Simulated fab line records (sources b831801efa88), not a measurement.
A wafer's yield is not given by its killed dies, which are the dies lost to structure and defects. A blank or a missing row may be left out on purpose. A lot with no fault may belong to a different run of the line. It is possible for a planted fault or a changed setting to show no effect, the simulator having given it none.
Matching of chambers ; flow sky130 ; cmp-01 running SKY_FIELD_ISO_CMP_27: 4 sister chambers
The step polishes, stops on Si3N4, t overpolish 16 s, target thk 457.8 nm. 4 wafers are shown with their chamber, then 7 later ones without.

EACH WAFER AND ITS CHAMBER
wafer;chamber;time_to_endpoint_s (s)
L270.3;3;105
L277.6;1;114
L281.1;2;115
L281.2;0;116

WAFERS WITH NO CHAMBER GIVEN
wafer;time_to_endpoint_s (s)
L281.4;111
L283.3;120
L283.5;112
L283.6;113
L284.1;120
L284.4;115
L284.5;116

THE CHAMBER EACH PASSED THROUGH
wafer;from the rows above;in truth
L281.4;can't be placed: 1 or 2 or 0 or 3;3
L283.3;can't be placed: 0 or 2 or 1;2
L283.5;can't be placed: 1 or 2 or 0 or 3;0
L283.6;can't be placed: 1 or 2 or 0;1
L284.1;can't be placed: 0 or 2 or 1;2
L284.4;can't be placed: 2 or 0 or 1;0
L284.5;can't be placed: 0 or 2 or 1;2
Correct placement for 0 of the 7. Unplaceable from these rows: 7, with the true chamber sitting among the candidates in 7. Placed wrongly: 0.
How it was worked out, from the rows above alone: a wafer's distance from a chamber is the root of the sum, over the readings, of the square of ((its reading less the chamber's mean) divided by the reading's scatter). If the next closest chamber is less than 2 further off than the closest, the wafer can't be placed; otherwise it belongs to the closest. The mean given for a chamber averages the wafers shown for that chamber. The scatter: with one shown wafer a chamber, the root of the mean of the squares of how far each hidden wafer lies from its nearest shown one.
